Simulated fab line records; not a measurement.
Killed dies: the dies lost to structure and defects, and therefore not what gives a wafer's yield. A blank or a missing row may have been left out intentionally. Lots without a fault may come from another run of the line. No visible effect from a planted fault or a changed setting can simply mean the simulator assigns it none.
Code-filled problem report in 8D (eight disciplines) form || flow sky130 || the parts of the form that need people (team, actions taken, sign-off) are left out

1. WHAT WENT WRONG
At SKY_PAD_OPEN_PROBE_99, killedAtFrontEnd averages 71 over 9 wafers from 3 lots, while fault-free wafers read 15, standard deviation 4. That puts it +14 standard deviations away from the usual mean.
The first sign was on wafer L910.1 at day 46 21:59, on prober-02. The record has a number at this step for 39 wafers belonging to 13 lots. By rule, "out" or "out of limits" means more than 4 standard deviations away from the usual mean. The other wafers with a number count as sound.

2. WHAT IT IS, WHAT IT ISN'T
{"question": "which readings at this step", "is": "killedAtFrontEnd", "is not": "killed_at_M4_up, killedAtContacts, killedShort"}
{"question": "which lots", "is": "L910, L913, L914", "is not": "L908, L909, L920, L921, L922, L925, L926, L927, L928, L929"}
{"question": "which wafers of those lots", "is": "all that have a number", "is not": "-"}
{"question": "read on which tools", "is": "prober-01, prober-02", "is not": "-"}
{"question": "when", "is": "from day 46 21:59", "is not": "up to then (6 sound wafers); but 24 sound wafers of L920, L921, L922, L925, L926, L927, L928, L929 came after"}

3. SUSPECTS, AND WHAT RULES EACH OUT
Counting: a tool at a process step up to the reading stays a suspect if it ran every lot that is out and no sound lot after the first of them.
- wetBench-04 at SKY_FIELD_ISO_CLEAN_20 (cleans in dHF, time 20 s): ruled out as a lasting fault. After its first lot that is out, L910 (day 3 03:16), sound lots L928, L929 ran on it.
- pecvd-02 at SKY_PASSIVATION_CVD_02 (deposits Si3N4, target thk 540 nm): ruled out as a lasting fault. After its first lot that is out, L910 (day 45 01:02), sound lots L927, L928, L929 ran on it.
Left after counting: nothing in the record.

4. THE CAUSE (what the simulator had put in)
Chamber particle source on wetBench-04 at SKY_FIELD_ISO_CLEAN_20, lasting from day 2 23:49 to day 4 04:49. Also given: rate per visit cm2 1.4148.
It was ruled out by counting, in error; the rule expects a fault to strike all lots run on its tool from its start on, and this fault did not.

5. THE CHAIN OF EFFECTS, in route order
Rows list readings where the struck wafers' mean (over those with a number) sits beyond 3 standard deviations from the usual. Scope: only readings with a usual standard deviation given in the record; hours: median across lots of the time from each lot's start at the first step in this table that gives one to its start at this step; sigmas: change in usual standard deviations.
{"hours": 0, "step": "SKY_PAD_OPEN_PROBE_99", "reading": "killedAtFrontEnd", "usual": 15, "on struck wafers": 71, "change": "+56", "sigmas": "+14"}
{"hours": 0, "step": "SKY_PAD_OPEN_PROBE_99", "reading": "killedDies", "usual": 84, "on struck wafers": 130, "change": "+46", "sigmas": "+4.6"}
Process steps it contains:
- SKY_PAD_OPEN_PROBE_99

6. HOW IT WOULD HAVE BEEN CAUGHT EARLIER
In this record no reading fell out of limits until day 46 21:59, 1054 hours after the fault had begun at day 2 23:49.
